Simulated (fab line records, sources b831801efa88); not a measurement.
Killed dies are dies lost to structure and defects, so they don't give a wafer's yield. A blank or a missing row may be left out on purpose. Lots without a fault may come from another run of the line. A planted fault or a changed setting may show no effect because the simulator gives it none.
Chamber matching | flow gf180mcu | GF_V1_CMP_04 on cmp-01: 4 sister chambers
The step polishes SiO2. 16 wafers are shown with their chamber, then 8 later ones without.

WAFERS WITH THEIR CHAMBER
wafer  | chamber | motor_current_A (A) | time_to_endpoint_s (s)
L236.1 | 0       | 11.3                | 74
L236.2 | 1       | 11.9                | 81
L236.6 | 3       | 12.7                | 82
L238.2 | 2       | 14.4                | 76
L238.3 | 1       | 12.7                | 73
L238.6 | 3       | 11.5                | 83
L239.1 | 2       | 13.6                | 65
L239.3 | 3       | 12.0                | 68
L239.6 | 1       | 12.7                | 75
L245.2 | 2       | 14.9                | 72
L245.4 | 0       | 11.2                | 85
L245.5 | 1       | 12.3                | 83
L247.1 | 3       | 12.1                | 81
L247.2 | 1       | 12.2                | 80
L247.4 | 2       | 13.8                | 81
L248.1 | 3       | 12.3                | 81

SIGNATURES (means of the wafers above)
reading            | chamber 0 | chamber 1 | chamber 2 | chamber 3 | scatter within a chamber
motor_current_A    | 11.250    | 12.360    | 14.175    | 12.120    | 0.437
time_to_endpoint_s | 79.50     | 78.40     | 73.50     | 79.00     | 5.94
Rule: a wafer's distance from a chamber is the root of the sum, over the readings, of the square of ((its reading less the chamber's mean) divided by the reading's scatter). The wafer belongs to the nearest chamber; if the next one is less than 2 further off, it can't be placed. The scatter: the root of (the sum of the squares of (reading less its chamber's mean) over the shown wafers, divided by (wafers less chambers)).

WAFERS WITHOUT THEIR CHAMBER
wafer  | motor_current_A (A) | time_to_endpoint_s (s)
L248.2 | 12.2                | 80
L248.4 | 12.5                | 84
L249.3 | 12.3                | 79
L249.5 | 12.1                | 97
L249.6 | 11.7                | 94
L259.2 | 10.5                | 84
L259.5 | 12.6                | 87
L259.6 | 14.3                | 82

WHICH CHAMBER EACH WENT THROUGH
wafer  | from the rows above          | in truth
L248.2 | can't be placed: 3 or 1 or 0 | 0
L248.4 | can't be placed: 1 or 3 or 0 | 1
L249.3 | can't be placed: 1 or 3      | 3
L249.5 | can't be placed: 3 or 1 or 0 | 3
L249.6 | can't be placed: 0 or 3 or 1 | 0
L259.2 | can't be placed: 0 or 3      | 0
L259.5 | can't be placed: 1 or 3 or 0 | 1
L259.6 | 2                            | 2
Placed correctly: 1 of 8. Can't be placed from these rows: 7 (the true chamber is among the candidates in 7). Placed wrongly: 0.
